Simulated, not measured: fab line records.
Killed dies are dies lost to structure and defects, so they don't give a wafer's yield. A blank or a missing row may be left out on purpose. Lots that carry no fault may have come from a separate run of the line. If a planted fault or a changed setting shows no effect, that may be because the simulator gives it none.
A lot that was struck, set against a sound lot -- flow gf180mcu -- 15 out of 602 route steps
Sound: these wafers, L156.1, L156.3, L156.5. Struck: wafers L163.4, L163.5 (left out: L163.2, a lot-mate that was not struck); the cause follows at the end.
Each step with rows lists, per side, the tool, then ch with its chambers, then its first start. Under that, the readings that differ: sound wafers -- struck wafers -- difference of the means -- sigmas: that difference in standard deviations of wafers without a fault.
alike: words and numbers the same on both sides, and readings whose means are apart by under 2 such deviations; not compared: readings that were withheld, readings missing a value for some wafer, numbers with overlapping values and no deviation given by the record, and bounds like >300 which may hide the same value.
Wherever a step has rows on one side only, a row that says differs or no value, or a row with sigmas, the two part there. Numbers that have no deviation but don't overlap get no sigmas and don't part them. Lack of a reading on every wafer of one side parts them only where that side has two or more wafers.

first, 3 steps without rows for these wafers: GF_V1_STRIP_18 (strips in O2/N2); GF_V1_STRIP_19 (strips in post etch residue remover, time 1200 s); GF_V1_CLEAN_20 (cleans in DIW).
GF_V1_SPUTTER_21: material Ti, target thk 15 nm, time 80.02 s.
  sound on pvd_sputter-01, day 18 09:04; struck on pvd_sputter-01, day 22 06:58
  alike: cathode_dc_power_W, substrate_temp_c, throttle_valve_pct
GF_V1_SPUTTER_22: material TiN, target thk 10 nm, time 40 s.
  sound on pvd_sputter-01, day 18 09:08; struck on pvd_sputter-01, day 22 07:01
  alike: cathode_dc_power_W, throttle_valve_pct
then, 1 step without rows for these wafers: GF_V1_CVD_23 (deposits W, target thk 350 nm, time 105.05 s).
GF_V1_RS_MEAS_24: measures by four-point-probe.
  sound on film_metro-02, day 18 09:17; struck on film_metro-03, day 22 07:11
  alike: V1_W_RS
GF_V1_THK_MEAS_25: measures by xrf.
  sound on film_metro-02, day 18 09:25; struck on film_metro-03, day 22 07:18
  alike: V1_W_THK
then, 1 step without rows for these wafers: GF_V1_CMP_26 (polishes, stops on SiO2, t overpolish 15 s, target thk 0 nm).
GF_M2_SPUTTER_00: material Ti, target thk 37.5 nm, time 150 s.
  sound on pvd_sputter-02, day 18 09:46; struck on pvd_sputter-04, day 22 07:41
  alike: cathode_dc_power_W, substrate_temp_c, throttle_valve_pct
GF_M2_SPUTTER_01: material TiN, target thk 30 nm, time 25 s.
  sound on pvd_sputter-02, day 18 09:52; struck on pvd_sputter-04, day 22 07:47
  alike: cathode_dc_power_W, throttle_valve_pct
GF_M2_SPUTTER_02: material AlCu, target thk 450 nm, time 23.9 s.
  sound on pvd_sputter-02, day 18 09:54; struck on pvd_sputter-04, day 22 07:49
  alike: cathode_dc_power_W, throttle_valve_pct
GF_M2_SPUTTER_03: material Ti, target thk 10 nm, time 6.7 s.
  sound on pvd_sputter-02, day 18 09:56; struck on pvd_sputter-04, day 22 07:51
reading,sound,struck,difference,sigmas
cathode_dc_power_W (W),2999.0 2999.9 2999.4,3207.1 3207.7,+208.0,+99 or more
model.Ti_of_M2_SPUTTER_03.thk_nm (nm),9.794 9.861 9.647,10.85 10.78,+1.05,
  alike: substrate_temp_c, throttle_valve_pct
then, 1 step without rows for these wafers: GF_M2_SPUTTER_04 (material TiN, target thk 50 nm, time 41.7 s).
-- the record jumps here: 10 days lie between the struck wafers' starts before and after (it left off in module M2 and takes up again in module PASSIVATION, whose first step shown is number 602 of the route) --
GF_PASSIVATION_PROBE_99:
  rows exist in the record for the struck wafers here (prober-01, day 32 11:14), but not for the sound ones

WHERE THEY PART
First at GF_M2_SPUTTER_03; last, within this record, at GF_PASSIVATION_PROBE_99.

WHY: what the simulator had put in
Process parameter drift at GF_M2_SPUTTER_03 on pvd_sputter-04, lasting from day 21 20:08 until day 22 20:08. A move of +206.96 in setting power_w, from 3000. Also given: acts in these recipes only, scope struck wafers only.
